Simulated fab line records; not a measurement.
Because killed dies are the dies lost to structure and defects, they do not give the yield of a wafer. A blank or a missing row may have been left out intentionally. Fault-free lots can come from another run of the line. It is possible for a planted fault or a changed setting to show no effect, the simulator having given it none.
Matching of chambers / flow gf180mcu / GF_V1_CMP_26 on cmp-01: 4 sister chambers
The step polishes, stops on SiO2, t overpolish 15 s, target thk 0 nm. 8 wafers are shown with their chamber, then 7 later ones without.

== WAFERS WITH THEIR CHAMBER ==
wafer=L382.1; chamber=3; motor-current-A (A)=9.8; time-to-endpoint-s (s)=93
wafer=L382.3; chamber=1; motor-current-A (A)=12.0; time-to-endpoint-s (s)=87
wafer=L382.4; chamber=2; motor-current-A (A)=10.5; time-to-endpoint-s (s)=84
wafer=L384.2; chamber=2; motor-current-A (A)=10.6; time-to-endpoint-s (s)=83
wafer=L384.3; chamber=1; motor-current-A (A)=12.1; time-to-endpoint-s (s)=87
wafer=L384.4; chamber=0; motor-current-A (A)=13.1; time-to-endpoint-s (s)=84
wafer=L385.3; chamber=0; motor-current-A (A)=12.9; time-to-endpoint-s (s)=87
wafer=L385.5; chamber=3; motor-current-A (A)=10.7; time-to-endpoint-s (s)=87

== WAFERS WITHOUT THEIR CHAMBER ==
wafer=L385.6; motor-current-A (A)=13.0; time-to-endpoint-s (s)=81
wafer=L387.3; motor-current-A (A)=12.1; time-to-endpoint-s (s)=86
wafer=L387.4; motor-current-A (A)=10.7; time-to-endpoint-s (s)=86
wafer=L387.6; motor-current-A (A)=12.5; time-to-endpoint-s (s)=84
wafer=L390.5; motor-current-A (A)=12.3; time-to-endpoint-s (s)=82
wafer=L390.6; motor-current-A (A)=12.5; time-to-endpoint-s (s)=87
wafer=L392.5; motor-current-A (A)=10.2; time-to-endpoint-s (s)=91

== EACH ONE'S CHAMBER ==
wafer=L385.6; from the rows above=can't be placed: 0 or 1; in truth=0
wafer=L387.3; from the rows above=1; in truth=1
wafer=L387.4; from the rows above=can't be placed: 2 or 3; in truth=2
wafer=L387.6; from the rows above=can't be placed: 0 or 1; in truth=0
wafer=L390.5; from the rows above=can't be placed: 1 or 0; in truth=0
wafer=L390.6; from the rows above=can't be placed: 1 or 0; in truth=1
wafer=L392.5; from the rows above=3; in truth=3
Correctly placed: 2 of 7. These rows do not allow placing 5 (true chamber among the candidates in 5). Wrongly placed: 0.
How it was worked out, from the rows above alone: a wafer's distance from a chamber is the root of the sum, over the readings, of the square of ((its reading less the chamber's mean) divided by the reading's scatter). If the next closest chamber is less than 2 further off than the closest, the wafer can't be placed; otherwise it belongs to the closest. Each chamber's mean is taken over the wafers shown for it. The scatter: take each reading less its chamber's mean, square it, sum over the shown wafers, divide by the number of wafers less the number of chambers, and take the root.
